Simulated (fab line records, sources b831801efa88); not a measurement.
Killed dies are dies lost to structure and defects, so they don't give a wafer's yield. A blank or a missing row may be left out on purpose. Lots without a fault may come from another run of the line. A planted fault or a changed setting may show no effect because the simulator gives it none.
Which tool did it? | flow gf180mcu | 11 lots, 33 wafers sampled, at 4 steps of a route of 602

WHAT THE GAUGES READ, wafer by wafer
GF_V3_CD_MEAS_14: target cd 260 nm. Usual: cd_nm 259.7 nm, standard deviation 1.1.
lot  | measured     | on        | cd_nm (nm)        | flag
L802 | day 22 08:08 | cd_sem-02 | 262.3 262.0 261.4 |
L804 | day 22 21:25 | cd_sem-02 | 259.8 258.9 261.3 |
L806 | day 23 18:56 | cd_sem-02 | 260.8 260.5 260.9 |
L808 | day 24 18:08 | cd_sem-02 | 260.1 260.3 260.0 |
L809 | day 25 02:22 | cd_sem-02 | 258.2 257.9 259.7 |
L810 | day 25 06:05 | cd_sem-01 | 259.8 259.2 259.4 |
L812 | day 25 22:35 | cd_sem-02 | 257.4 258.1 259.1 |
L814 | day 26 15:45 | cd_sem-02 | 260.2 260.2 259.7 |
L816 | day 27 05:45 | cd_sem-02 | 261.2 260.7 259.8 |
L817 | day 27 10:11 | cd_sem-02 | 259.0 258.8 259.9 |
L825 | day 29 08:37 | cd_sem-02 | 258.1 258.8 259.5 |

GF_V3_RS_MEAS_24: measures by four-point-probe. Usual: V3_W_RS 0.325 ohm/sq, standard deviation 0.0039.
lot  | measured     | on            | V3_W_RS (ohm/sq)  | flag
L802 | day 22 09:10 | film_metro-03 | 0.320 0.318 0.316 |
L804 | day 22 22:27 | film_metro-02 | 0.320 0.323 0.326 |
L806 | day 23 19:58 | film_metro-02 | 0.329 0.324 0.323 |
L808 | day 24 19:10 | film_metro-03 | 0.325 0.328 0.328 |
L809 | day 25 03:23 | film_metro-03 | 0.324 0.330 0.328 |
L810 | day 25 07:07 | film_metro-01 | 0.326 0.331 0.326 |
L812 | day 25 23:38 | film_metro-01 | 0.327 0.323 0.324 |
L814 | day 26 16:47 | film_metro-02 | 0.327 0.330 0.328 |
L816 | day 27 06:56 | film_metro-02 | 0.211 0.213 0.212 | OFF
L817 | day 27 11:20 | film_metro-03 | 0.213 0.212 0.212 | OFF
L825 | day 29 09:40 | film_metro-03 | 0.322 0.320 0.322 |

GF_V3_THK_MEAS_25: measures by xrf. Usual: V3_W_THK 360 nm, standard deviation 7.1.
lot  | measured     | on            | V3_W_THK (nm) | flag
L802 | day 22 09:17 | film_metro-03 | 359 360 365   |
L804 | day 22 22:33 | film_metro-02 | 372 368 365   |
L806 | day 23 20:05 | film_metro-02 | 358 363 363   |
L808 | day 24 19:17 | film_metro-03 | 356 352 353   |
L809 | day 25 03:31 | film_metro-03 | 353 345 350   |
L810 | day 25 07:13 | film_metro-01 | 366 360 368   |
L812 | day 25 23:44 | film_metro-01 | 364 370 367   |
L814 | day 26 16:54 | film_metro-02 | 364 359 361   |
L816 | day 27 07:02 | film_metro-02 | - - -         | OFF
L817 | day 27 11:27 | film_metro-03 | 537 547 545   | OFF
L825 | day 29 09:45 | film_metro-03 | 355 358 354   |

WHICH TOOL RAN EACH LOT (tool, then ch and the chambers of the sampled wafers, then the start)
lot  | GF_V3_CVD_23
L802 | cvd_w-01 ch 0,1, day 22 09:04
L804 | cvd_w-02 ch 0,1, day 22 22:20
L806 | cvd_w-02 ch 0,1, day 23 19:51
L808 | cvd_w-02 ch 0,1, day 24 19:03
L809 | cvd_w-02 ch 0,1, day 25 03:17
L810 | cvd_w-02 ch 0,1, day 25 06:59
L812 | cvd_w-01 ch 0,1, day 25 23:29
L814 | cvd_w-02 ch 0,1, day 26 16:40
L816 | cvd_w-02 ch 0, day 27 06:43
L817 | cvd_w-02 ch 0, day 27 11:06
L825 | cvd_w-01 ch 0,1, day 29 09:32
- GF_V3_CVD_23: deposits W, target thk 350 nm, time 104.9 s.

WHAT THE TOOLS THEMSELVES READ (means of the sampled wafers that have a number; where no wafer has one, the mark that the record gives instead)
GF_V3_CVD_23. Usual: heater_power_outer_w 498 W, standard deviation 18; heater_power_w 823 W, standard deviation 33; susceptor_temp_C 399.94 C, standard deviation 0.22.
lot  | tool     | heater_power_outer_w (W) | heater_power_w (W) | susceptor_temp_C (C) | flag
L802 | cvd_w-01 | 494                      | 832                | 399.95               |
L804 | cvd_w-02 | 512                      | 821                | 399.85               |
L806 | cvd_w-02 | 508                      | 840                | 400.09               |
L808 | cvd_w-02 | 506                      | 809                | 399.92               |
L809 | cvd_w-02 | 518                      | 830                | 399.83               |
L810 | cvd_w-02 | 508                      | 840                | 399.94               |
L812 | cvd_w-01 | 491                      | 837                | 399.90               |
L814 | cvd_w-02 | 501                      | 821                | 399.87               |
L816 | cvd_w-02 | 484                      | 790                | 399.59               |
L817 | cvd_w-02 | 476                      | 794                | 400.07               |
L825 | cvd_w-01 | 504                      | 826                | 399.81               |

THE ANSWER, worked out from the rows above alone
Rule: a lot is off if the mean of its wafers that have a number lies more than 3 standard deviations from the usual mean. A lot without any number at a reading at which 4 lots or more have one is off too. The other lots that the step has rows for count as sound. The gauges are gone through in route order, then the tools' own readings, and for those a lot's mean is taken as printed above. The first step at which some lot is off is used, and at that step the reading that is off furthest; a lot without a number counts as furthest.
Off: L816, L817, at GF_V3_RS_MEAS_24 (V3_W_RS).
A tool fits if, at a process step before that reading, it ran every lot that is off, and no sound lot after the first of them. The gauges at GF_V3_RS_MEAS_24 are tried like those tools. One fits: cvd_w-02 at GF_V3_CVD_23. Its last sound lot is L814 (day 26 16:40), its first lot that is off L816 (day 27 06:43): a fault that began between those two fits.

WHAT THE SIMULATOR HAD PUT IN
Process parameter drift: cvd_w-02, from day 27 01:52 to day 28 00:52, at GF_V3_CVD_23. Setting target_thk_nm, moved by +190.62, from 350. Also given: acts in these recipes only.
Lots struck among those shown: L816, L817. The rule above found the same.
